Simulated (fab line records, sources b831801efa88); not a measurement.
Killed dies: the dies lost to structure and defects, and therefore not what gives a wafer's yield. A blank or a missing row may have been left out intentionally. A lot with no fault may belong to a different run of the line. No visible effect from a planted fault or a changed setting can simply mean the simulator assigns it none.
fab line records | flow sfq_line
[record] lots = 6 | wafers = 18 | last_day = 91
route steps=325 shown I5@236 C5@240
lots that met no fault: from a run of the same line without faults
start_h: the number of hours between the record's first day and the start of the first shown wafer of the lot | wait_h: hours elapsed since this lot's preceding step | " repeats the value in the row above | L1.1+2: a single row standing in for several wafers | - either no value or no given start | * or withheld: withheld | < > ~ a bound
route shown NAME@n: a module of which the file shows steps, and the number in the route of the first | usual: mean and standard deviation over wafers with no fault | same: alike in all rows | chamber/n: place in a boat | sites: readings site by site | _std_site: the values' standard deviation | _edge_site: the outer-site mean with the inner-site mean subtracted | radius_mm: how far each site lies from the wafer's centre | mask NAME#n: copy n | behind: the last tool/chamber to shape the wafer | hold: cause of the lot's hold/its duration in hours/its outcome | device: the transistor (n, p or np) that didn't switch | end of line: tests of these same wafers at the route's end | where a step has no rows: the recipe by itself | killed: at the first sort, the dies lost to defects and structure; wafer yield is something else | map: a wafer's dies, x killed, . not, _ none there
set.NAME: the setting that was run; set.NAME@STEP: the one run at that earlier step | model.NAME: the simulator's own value behind a step, which no gauge read
lots at some steps of the route; a table a step, a row a wafer
services: from which hour (start_h, from the record's first day; less than 0 if before it) a tool's chamber was out of use, for how many hours, and why
[[steps]]
[step SFQ_TRILAYER_I5_BARC_OPEN_VIA_ETCH_200]
[recipe] mask_material = PR | chemistry = O2 | target_depth_nm = 125 | target = BARC | source_w = 500 | bias_w = 80 | pressure_mtorr = 30.78 | time_s = 41.7
[usual] bias_w = 80.02/0.24 | drypump_motor_current_A = 5.7/0.57 | oes_product_au = 0.685/0.0046
lot.wafer | tool        | chamber | start_h | wait_h | bias_w | drypump_motor_current_A | oes_product_au | rf_hours_counter_h
L600.2    | rie_diel-04 | 1       | 1485.16 | 0.0    | 80.16  | 4.7                     | 0.679          | 11
L600.3    | "           | 3       | "       | "      | 80.08  | 6.1                     | 0.688          | 14
L600.5    | "           | 1       | "       | "      | 80.16  | 4.7                     | 0.687          | -
L604.3    | rie_diel-02 | 3       | 1518.13 | 0.0    | 79.85  | 6.2                     | 0.686          | 1
L604.4    | "           | 0       | "       | "      | 79.83  | 6.0                     | 0.691          | -
L604.5    | "           | 2       | "       | "      | 80.33  | 4.7                     | 0.680          | -
L616.3    | rie_diel-02 | 0       | 1626.05 | 0.0    | 79.70  | 5.9                     | 0.684          | 17
L616.4    | "           | 2       | "       | "      | 80.10  | 4.7                     | 0.691          | 13
L616.5    | "           | 3       | "       | "      | 79.66  | 6.2                     | 0.680          | -
L617.1    | rie_diel-02 | 0       | 1632.05 | 0.0    | 80.48  | 6.0                     | 0.683          | 17
L617.5    | "           | 3       | "       | "      | 79.82  | 6.2                     | 0.688          | -
L617.6    | "           | 0       | "       | "      | 80.19  | 6.0                     | 0.683          | -
L618.2    | rie_diel-03 | 0       | 1634.45 | 0.0    | 79.92  | 5.7                     | 0.690          | 9
L618.3    | "           | 3       | "       | "      | 79.93  | 5.8                     | 0.684          | 13
L618.4    | "           | 2       | "       | "      | 79.64  | 5.6                     | 0.682          | 14
L619.1    | rie_diel-04 | 0       | 1641.25 | 0.0    | 80.21  | 5.7                     | 0.690          | 9
L619.4    | "           | 2       | "       | "      | 79.98  | 6.5                     | 0.684          | 2
L619.6    | "           | 0       | "       | "      | 80.19  | 5.7                     | 0.685          | -
[step SFQ_TRILAYER_I5_ETCH_VIA_ETCH_147]
[recipe] stop_on = Nb | mask_material = PR | chemistry = CHF3 | target_depth_nm = 360 | source_w = 500 | bias_w = 80 | pressure_mtorr = 30 | time_s = withheld
[usual] bias_w = 79.98/0.24 | drypump_motor_current_A = 5.7/0.57 | oes_product_au = 0.988/0.0065
lot.wafer | tool        | chamber | start_h | wait_h | bias_w | drypump_motor_current_A | oes_product_au
L600.2    | rie_diel-04 | 1       | 1485.20 | 0.0    | 80.23  | 4.7                     | 0.985
L600.3    | "           | 3       | "       | "      | 79.83  | 6.1                     | 0.987
L600.5    | "           | 1       | "       | "      | 80.13  | 4.6                     | 0.987
L604.3    | rie_diel-02 | 3       | 1518.17 | 0.0    | 79.77  | 6.1                     | 0.993
L604.4    | "           | 0       | "       | "      | 79.90  | 6.0                     | 0.991
L604.5    | "           | 2       | "       | "      | 80.20  | 4.7                     | 0.974
L616.3    | rie_diel-02 | 0       | 1626.09 | 0.0    | 79.69  | 5.9                     | 0.989
L616.4    | "           | 2       | "       | "      | 80.03  | 4.7                     | 0.985
L616.5    | "           | 3       | "       | "      | 80.10  | 6.2                     | 0.967
L617.1    | rie_diel-02 | 0       | 1632.09 | 0.0    | 80.52  | 5.9                     | 1.004
L617.5    | "           | 3       | "       | "      | 80.02  | 6.2                     | 0.983
L617.6    | "           | 0       | "       | "      | 79.83  | 5.9                     | 0.983
L618.2    | rie_diel-03 | 0       | 1634.49 | 0.0    | 79.93  | 5.8                     | 0.992
L618.3    | "           | 3       | "       | "      | 79.96  | 5.9                     | 0.978
L618.4    | "           | 2       | "       | "      | 80.21  | 5.7                     | 0.979
L619.1    | rie_diel-04 | 0       | 1641.29 | 0.0    | 80.00  | 5.7                     | 0.998
L619.4    | "           | 2       | "       | "      | 80.08  | 6.5                     | 0.989
L619.6    | "           | 0       | "       | "      | 79.59  | 5.7                     | 0.999
[step SFQ_TRILAYER_I5_STRIP_STRIP_148]
[recipe] gas = O2 | power_w = 200 | platen_temp_c = 40 | overash_fraction = 0.65 | chemistry = O2 | pressure_mtorr = 50
[usual] drypump_motor_current_A = 5.6/0.48 | oes_product_au = 0.993/0.0096
lot.wafer | tool         | chamber | start_h | wait_h | drypump_motor_current_A | oes_product_au | rf_hours_counter_h
L600.2    | rie_metal-03 | 1       | 1485.35 | -      | 5.2                     | 0.983          | 10
L600.3    | "            | 1       | "       | "      | 5.2                     | 0.992          | -
L600.5    | "            | 1       | "       | "      | 5.2                     | 0.983          | -
L604.3    | rie_metal-01 | 1       | 1518.52 | -      | 6.6                     | 0.980          | -
L604.4    | "            | 0       | "       | "      | 5.5                     | 0.991          | -
L604.5    | "            | 0       | "       | "      | 5.5                     | 0.982          | -
L616.3    | rie_metal-01 | 1       | 1626.44 | -      | 6.6                     | 0.998          | -
L616.4    | "            | 0       | "       | "      | 5.5                     | 0.989          | -
L616.5    | "            | 0       | "       | "      | 5.5                     | 0.993          | -
L617.1    | rie_metal-01 | 0       | 1632.24 | -      | 5.5                     | 0.976          | 22
L617.5    | "            | 1       | "       | "      | 6.6                     | 0.996          | -
L617.6    | "            | 0       | "       | "      | 5.5                     | 0.981          | -
L618.2    | rie_metal-03 | 0       | 1634.64 | -      | 5.5                     | 1.013          | 61
L618.3    | "            | 1       | "       | "      | 5.2                     | 0.993          | -
L618.4    | "            | 0       | "       | "      | 5.5                     | 1.010          | -
L619.1    | rie_metal-03 | 1       | 1641.44 | -      | 5.2                     | 0.997          | 34
L619.4    | "            | 1       | "       | "      | 5.2                     | 1.000          | -
L619.6    | "            | 0       | "       | "      | 5.5                     | 1.008          | -
[step SFQ_TRILAYER_I5_STRIP_SOLV_CLEAN_149]
[recipe] chemistry = NMP | temp_c = 70 | time_s = 600
[step SFQ_TRILAYER_C5_LITHO_COAT_156]
[recipe] resist = BARC | spin_rpm = 3000 | resist_thk_nm = 62
[step SFQ_TRILAYER_C5_LITHO_COAT_151]
[recipe] resist = KrF | spin_rpm = 3000 | resist_thk_nm = 650
[step SFQ_TRILAYER_C5_LITHO_SOFTBAKE_155]
[recipe] temp_c = withheld | time_s = withheld | resist = KrF
[step SFQ_TRILAYER_C5_LITHO_EXPOSE_152]
[recipe] mask_id = C5 | na = 0.6 | source_shape = conventional | sigma_outer = 0.65 | target_cd_nm = 500 | dose_mj = 21.3
[step SFQ_TRILAYER_C5_LITHO_PEB_154]
[recipe] peb_temp_c = 115 | peb_time_s = 60 | resist = KrF
[step SFQ_TRILAYER_C5_LITHO_DEVELOP_153]
[recipe] time_s = 60 | resist = KrF
[step SFQ_C5_OVL_MEAS_937]
[usual] C5_OVL = 1/5.9
lot.wafer | tool       | chamber | start_h | wait_h | C5_OVL[nm]
L600.2    | overlay-02 | -       | 1604.19 | 0.1    | -2
L600.3    | "          | -       | "       | "      | -3
L600.5    | "          | -       | "       | "      | -5
L604.3    | overlay-01 | -       | 1634.25 | 0.1    | 0
L604.4    | "          | -       | "       | "      | 5
L604.5    | "          | -       | "       | "      | 7
L616.3    | overlay-01 | -       | 1734.90 | 0.1    | -1
L616.4    | "          | -       | "       | "      | -7
L616.5    | "          | -       | "       | "      | 3
L617.1    | overlay-01 | -       | 1740.89 | 0.1    | -7
L617.5    | "          | -       | "       | "      | -7
L617.6    | "          | -       | "       | "      | -7
L618.2    | overlay-01 | -       | 1744.49 | 0.1    | 0
L618.3    | "          | -       | "       | "      | -5
L618.4    | "          | -       | "       | "      | -4
L619.1    | overlay-01 | -       | 1748.34 | 1.5    | 5
L619.4    | "          | -       | "       | "      | 4
L619.6    | "          | -       | "       | "      | 9
[step SFQ_TRILAYER_C5_BARC_OPEN_VIA_ETCH_210]
[recipe] mask_material = PR | chemistry = O2 | target_depth_nm = 125 | target = BARC | source_w = 500 | bias_w = 80 | pressure_mtorr = 30 | time_s = 41.7
[usual] bias_w = 80.01/0.23 | drypump_motor_current_A = 5.9/0.6 | oes_product_au = 0.685/0.0047
lot.wafer | tool        | chamber | start_h | wait_h | bias_w | drypump_motor_current_A | oes_product_au | rf_hours_counter_h
L600.2    | rie_diel-02 | 1       | 1604.22 | 0.0    | 80.18  | 6.0                     | 0.684          | 15
L600.3    | "           | 2       | "       | "      | 79.72  | 4.7                     | 0.683          | 13
L600.5    | "           | 1       | "       | "      | 79.82  | 6.0                     | 0.682          | -
L604.3    | rie_diel-04 | 1       | 1634.27 | 0.0    | 80.39  | 4.7                     | 0.685          | 13
L604.4    | "           | 3       | "       | "      | 80.16  | 6.1                     | 0.683          | 16
L604.5    | "           | 0       | "       | "      | 80.09  | 5.8                     | 0.680          | -
L616.3    | rie_diel-04 | 0       | 1734.92 | 0.0    | 79.86  | 5.7                     | 0.692          | 10
L616.4    | "           | 2       | "       | "      | 80.59  | 6.5                     | 0.681          | 3
L616.5    | "           | 1       | "       | "      | 80.02  | 4.7                     | 0.687          | -
L617.1    | rie_diel-04 | 3       | 1740.92 | 0.0    | 79.59  | 6.1                     | 0.692          | 18
L617.5    | "           | 2       | "       | "      | 80.22  | 6.5                     | 0.690          | -
L617.6    | "           | 3       | "       | "      | 79.84  | 6.1                     | 0.685          | -
L618.2    | rie_diel-01 | 2       | 1744.52 | 0.0    | 80.13  | 6.5                     | 0.689          | 1
L618.3    | "           | 3       | "       | "      | 79.80  | 6.2                     | 0.687          | 0
L618.4    | "           | 1       | "       | "      | 79.92  | 6.0                     | 0.685          | 15
L619.1    | rie_diel-02 | 0       | 1748.38 | 0.0    | 80.16  | 6.0                     | 0.682          | 19
L619.4    | "           | 2       | "       | "      | 80.43  | 4.7                     | 0.686          | 15
L619.6    | "           | 2       | "       | "      | 80.27  | 4.7                     | 0.681          | -
[step SFQ_TRILAYER_C5_ETCH_VIA_ETCH_154]
[recipe] target = SiO2 | mask_material = PR | chemistry = CHF3 | target_depth_nm = 84 | source_w = 500 | bias_w = 80 | pressure_mtorr = 30 | time_s = withheld | stop_on = Nb
[usual] bias_w = 80.05/0.24 | drypump_motor_current_A = 5.9/0.6 | oes_product_au = 0.895/0.007
lot.wafer | tool        | chamber | start_h | wait_h | bias_w | drypump_motor_current_A | oes_product_au
L600.2    | rie_diel-02 | 1       | 1604.26 | 0.0    | 80.20  | 6.0                     | 0.891
L600.3    | "           | 2       | "       | "      | 79.78  | 4.7                     | 0.886
L600.5    | "           | 1       | "       | "      | 80.09  | 6.0                     | 0.902
L604.3    | rie_diel-04 | 1       | 1634.31 | 0.0    | 80.35  | 4.7                     | 0.891
L604.4    | "           | 3       | "       | "      | 79.76  | 6.1                     | 0.888
L604.5    | "           | 0       | "       | "      | 80.18  | 5.7                     | 0.891
L616.3    | rie_diel-04 | 0       | 1734.96 | 0.0    | 61.24  | 5.7                     | 0.893
L616.4    | "           | 2       | "       | "      | 61.10  | 6.5                     | 0.902
L616.5    | "           | 1       | "       | "      | 61.42  | 4.7                     | 0.905
L617.1    | rie_diel-04 | 3       | 1740.96 | 0.0    | 61.32  | 6.1                     | 0.898
L617.5    | "           | 2       | "       | "      | 61.49  | 6.5                     | 0.905
L617.6    | "           | 3       | "       | "      | 61.31  | 6.1                     | 0.893
L618.2    | rie_diel-01 | 2       | 1744.56 | 0.0    | 80.03  | 6.5                     | 0.897
L618.3    | "           | 3       | "       | "      | 79.99  | 6.2                     | 0.903
L618.4    | "           | 1       | "       | "      | 80.44  | 6.1                     | 0.903
L619.1    | rie_diel-02 | 0       | 1748.42 | 0.0    | 79.87  | 5.9                     | 0.887
L619.4    | "           | 2       | "       | "      | 79.65  | 4.7                     | 0.898
L619.6    | "           | 2       | "       | "      | 79.66  | 4.7                     | 0.906
[step SFQ_TRILAYER_C5_STRIP_STRIP_155]
[recipe] gas = O2 | power_w = 200 | platen_temp_c = 40 | overash_fraction = 0.65 | chemistry = O2 | pressure_mtorr = 50
[usual] drypump_motor_current_A = 6.0/0.47 | oes_product_au = 1.001/0.011
lot.wafer | tool         | chamber | start_h | wait_h | drypump_motor_current_A | oes_product_au | rf_hours_counter_h
L600.2    | rie_metal-02 | 1       | 1604.31 | -      | 5.1                     | 1.003          | 65
L600.3    | "            | 0       | "       | "      | 6.3                     | 0.996          | -
L600.5    | "            | 1       | "       | "      | 5.1                     | 0.995          | -
L604.3    | rie_metal-01 | 1       | 1634.56 | -      | 6.6                     | 0.991          | -
L604.4    | "            | 0       | "       | "      | 5.5                     | 0.977          | -
L604.5    | "            | 1       | "       | "      | 6.6                     | 0.979          | -
L616.3    | rie_metal-04 | 0       | 1735.21 | -      | 6.2                     | 1.020          | -
L616.4    | "            | 1       | "       | "      | 6.2                     | 1.025          | -
L616.5    | "            | 0       | "       | "      | 6.2                     | 1.005          | -
L617.1    | rie_metal-01 | 0       | 1741.01 | -      | 5.5                     | 0.987          | 34
L617.5    | "            | 0       | "       | "      | 5.5                     | 0.990          | -
L617.6    | "            | 1       | "       | "      | 6.6                     | 0.989          | -
L618.2    | rie_metal-01 | 1       | 1744.61 | -      | 6.6                     | 0.990          | 104
L618.3    | "            | 0       | "       | "      | 5.5                     | 0.980          | -
L618.4    | "            | 1       | "       | "      | 6.6                     | 0.988          | -
L619.1    | rie_metal-02 | 0       | 1748.47 | -      | 6.3                     | 1.011          | 139
L619.4    | "            | 1       | "       | "      | 5.1                     | 0.997          | -
L619.6    | "            | 0       | "       | "      | 6.3                     | 0.999          | -
[[services]]
tool         | chamber | start_h | hours | kind
rie_diel-03  | 2       | 1461.58 | 9.4   | repair
rie_diel-04  | -       | 1492.29 | 0.9   | repair
rie_diel-04  | 3       | 1499.84 | 11.6  | repair
rie_metal-01 | -       | 1511.03 | 1.4   | pm
rie_diel-04  | 2       | 1513.81 | 8.2   | repair
rie_metal-03 | 0       | 1514.09 | 16.6  | repair
rie_diel-02  | 1       | 1517.38 | 1.2   | repair
rie_diel-02  | 0       | 1519.52 | 1.3   | repair
rie_diel-01  | -       | 1523.21 | 2.8   | pm
rie_diel-03  | -       | 1525.39 | 15.6  | pm
rie_metal-02 | 0       | 1535.27 | 1.0   | repair
rie_metal-02 | -       | 1536.34 | 0.7   | repair
rie_metal-01 | 0       | 1536.56 | 24.5  | repair
rie_metal-02 | 0       | 1571.95 | 20.8  | repair
rie_metal-02 | -       | 1574.88 | 2.8   | pm
rie_diel-03  | 3       | 1581.96 | 6.0   | repair
rie_diel-02  | 0       | 1599.52 | 7.4   | repair
rie_diel-02  | -       | 1624.16 | 0.6   | repair
rie_diel-03  | 0       | 1637.66 | 4.5   | repair
rie_diel-03  | 3       | 1648.40 | 6.2   | repair
rie_diel-02  | 1       | 1655.98 | 6.4   | repair
rie_diel-03  | 2       | 1663.49 | 7.3   | repair
rie_metal-01 | -       | 1712.96 | 14.6  | pm
rie_diel-04  | 3       | 1726.53 | 6.4   | repair
[[key]]
[first_sign] step = SFQ_TRILAYER_C5_ETCH_VIA_ETCH_154 | reading = bias_w | direction = down | sigmas = 79 | usual = 80.05 | struck = 61.31
effect none on later readings
met_at SFQ_TRILAYER_C5_ETCH_VIA_ETCH_154
struck_wafers L616.3,L616.4,L616.5,L617.1,L617.5,L617.6
onset_between 1634.31 1734.96
[fault] kind = process_parameter_drift | tool = rie_diel-04 | chamber = - | onset_h = 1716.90 | steps = SFQ_TRILAYER_C5_ETCH_VIA_ETCH_154 | channel = bias_w | offset = -18.694 | shape = step | end_h = 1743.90 | acts_in = these_recipes_only | stated = 80
